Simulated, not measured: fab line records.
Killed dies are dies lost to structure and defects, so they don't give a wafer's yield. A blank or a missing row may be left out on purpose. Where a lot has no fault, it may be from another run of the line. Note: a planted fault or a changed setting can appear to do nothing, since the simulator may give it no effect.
Struck lot and sound lot, side by side || flow sky130 || 36 steps out of a route of 708
Sound: the wafers L205.2, L205.3, L205.6. The struck wafers were L190.1, L190.5, L190.6. The cause comes at the end.
For every step that has rows: the tool of each side, followed by ch and its chambers, followed by its first start. Under that, the readings that differ: sound wafers || struck wafers || difference of the means || sigmas: that difference in standard deviations of wafers without a fault.
alike: readings whose means differ by less than 2 such deviations, and words and numbers that are the same on both sides. not compared: withheld readings, readings that some wafer has no value for, bounds like >300 that may hide the same value, and numbers for which the record gives no deviation and whose values overlap.
A row with sigmas, a row that says differs or no value, or rows on one side alone: a step with any of these is where the two part. Numbers that don't overlap but have no deviation are shown without sigmas and don't part them. Lack of a reading on every wafer of one side parts them only where that side has two or more wafers.

first, 10 steps without rows for these wafers: SKY_GATE_OXIDE_COAT_05 (resist thk 1140 nm); SKY_GATE_OXIDE_SOFTBAKE_06 (time 60 s); SKY_GATE_OXIDE_EXPOSE_07 (exposes mask LVOM, target cd 600 nm); SKY_GATE_OXIDE_PEB_08; SKY_GATE_OXIDE_DEVELOP_09 (develop time 60 s); SKY_GATE_OXIDE_IMPLANT_11; SKY_GATE_OXIDE_WET_ETCH_12 (etches SiO2 in dHF, target depth 16.8 nm, time 336 s); SKY_GATE_OXIDE_STRIP_13 (strips in O2/N2); SKY_GATE_OXIDE_CLEAN_15 (cleans in SC1/SC2, time 150 s); SKY_GATE_OXIDE_OXIDATION_16 (stabilise 600 s, purge 300 s, target thk 3.57 nm).
SKY_POLY_GATE_CVD_00: deposits poly-Si, target thk 180 nm, time 720 s.
  sound on lpcvd-01 ch 0, day 21 21:19; struck on lpcvd-01 ch 0, day 16 01:03
  alike: spike tc top C
then, 24 steps without rows for these wafers: SKY_RES_PROTECT_DEHYDRATE_00 (time 60 s); SKY_RES_PROTECT_HMDS_01 (prime time 60 s); SKY_RES_PROTECT_COAT_02 (resist thk 1140 nm); SKY_RES_PROTECT_SOFTBAKE_03 (time 60 s); SKY_RES_PROTECT_EXPOSE_04 (exposes mask RPM, target cd 1270 nm); SKY_RES_PROTECT_PEB_05; SKY_RES_PROTECT_DEVELOP_06 (develop time 60 s); SKY_POLY_GATE_IMPLANT_02; SKY_RES_PROTECT_STRIP_07 (strips in O2/N2); SKY_RES_PROTECT_CLEAN_09 (cleans in SC1/SC2, time 150 s); SKY_POLY_GATE_CVD_03 (deposits Si3N4 from DCS/NH3, target thk 75 nm, time 1290 s); SKY_POLY_GATE_DEHYDRATE_05 (time 60 s); SKY_POLY_GATE_HMDS_06 (prime time 60 s); SKY_POLY_GATE_COAT_07 (resist thk 110 nm); SKY_POLY_GATE_COAT_08 (resist thk 450 nm); SKY_POLY_GATE_SOFTBAKE_09 (time 90 s); SKY_POLY_GATE_EXPOSE_10 (exposes mask P1M, target cd 150 nm); SKY_POLY_GATE_PEB_11; SKY_POLY_GATE_DEVELOP_12 (develop time 60 s); SKY_POLY_GATE_ETCH_15 (etches BARC in N2/H2, stops on SiO2, time 118.5 s, target depth 110 nm); SKY_POLY_GATE_ETCH_16 (etches Si3N4 in CH3F/O2, stops on poly-Si, time 147.5 s, target depth 75 nm); SKY_POLY_GATE_ETCH_17 (etches poly-Si in HBr/Cl2, stops on SiO2, target depth 180 nm, time 70.5 s); SKY_POLY_GATE_STRIP_18 (strips in O2/N2); SKY_POLY_GATE_CLEAN_19 (cleans in SC1/SC2, time 150 s).
-- the record jumps here: 31 days lie between the struck wafers' starts before and after (it left off in module POLY_GATE and takes up again in module PAD_OPEN, whose first step shown is number 708 of the route) --
SKY_PAD_OPEN_PROBE_99:
  struck on prober-01, day 47 07:21; sound on prober-01, day 51 04:39
{"reading": "hold", "sound": "- - -", "struck": "await dispo/3.8h/release await dispo/3.8h/release await dispo/3.8h/release", "difference": "no value on the sound wafers", "sigmas": ""}
{"reading": "killed at front end", "sound": "11 10 18", "struck": "60 57 58", "difference": "+45", "sigmas": "+10"}
{"reading": "killed dies", "sound": "86 82 80", "struck": "133 114 138", "difference": "+46", "sigmas": "+5"}
  alike: killed_at_M0_to_M3, killed_at_M4_up, killed at contacts, killed at other, killed open, killed short

== WHERE THEY PART ==
Only at SKY_PAD_OPEN_PROBE_99, as far as this record shows.

WHY: the cause the simulator had injected
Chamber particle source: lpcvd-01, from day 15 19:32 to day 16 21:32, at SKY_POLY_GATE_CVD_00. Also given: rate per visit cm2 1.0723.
